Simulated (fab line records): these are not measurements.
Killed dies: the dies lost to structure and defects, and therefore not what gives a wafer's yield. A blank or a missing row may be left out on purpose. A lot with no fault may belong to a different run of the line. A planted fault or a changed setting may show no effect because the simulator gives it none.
Matching of chambers ; flow gf180mcu ; GF_CONTACT_CMP_27 on cmp-02: 4 sister chambers
The step polishes, stops on SiO2, t overpolish 15 s, target thk 0 nm. 4 wafers are shown with their chamber, then 12 later ones without.

EACH WAFER AND ITS CHAMBER
wafer;chamber;motor-current-A (A)
L085.5;1;12.5
L090.2;3;13.2
L090.3;0;9.6
L090.6;2;10.5

WAFERS WITH NO CHAMBER GIVEN
wafer;motor-current-A (A)
L091.3;9.5
L091.4;12.5
L091.6;9.4
L091.1;10.3
L091.2;14.2
L091.5;11.9
L094.3;13.6
L094.4;12.3
L094.6;12.3
L095.1;9.4
L095.4;13.3
L095.6;12.0

WHICH CHAMBER EACH ONE RAN IN
wafer;from the rows above;in truth
L091.3;0;0
L091.4;can't be placed: 1 or 3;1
L091.6;0;0
L091.1;can't be placed: 2 or 0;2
L091.2;can't be placed: 3 or 1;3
L091.5;can't be placed: 1 or 3 or 2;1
L094.3;can't be placed: 3 or 1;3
L094.4;can't be placed: 1 or 3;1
L094.6;can't be placed: 1 or 3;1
L095.1;0;0
L095.4;can't be placed: 3 or 1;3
L095.6;can't be placed: 1 or 3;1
Placed correctly: 3 of 12. These rows do not allow placing 9 (true chamber among the candidates in 9). Number placed wrongly: 0.
How it was worked out, from the rows above alone: a wafer's distance from a chamber is the root of the sum, over the readings, of the square of ((its reading less the chamber's mean) divided by the reading's scatter). If the next closest chamber is less than 2 further off than the closest, the wafer can't be placed; otherwise it belongs to the closest. A chamber's mean is the mean of its shown wafers. The scatter (one wafer shown for each chamber): square how far every hidden wafer sits from the nearest shown wafer, average those squares and take the square root.
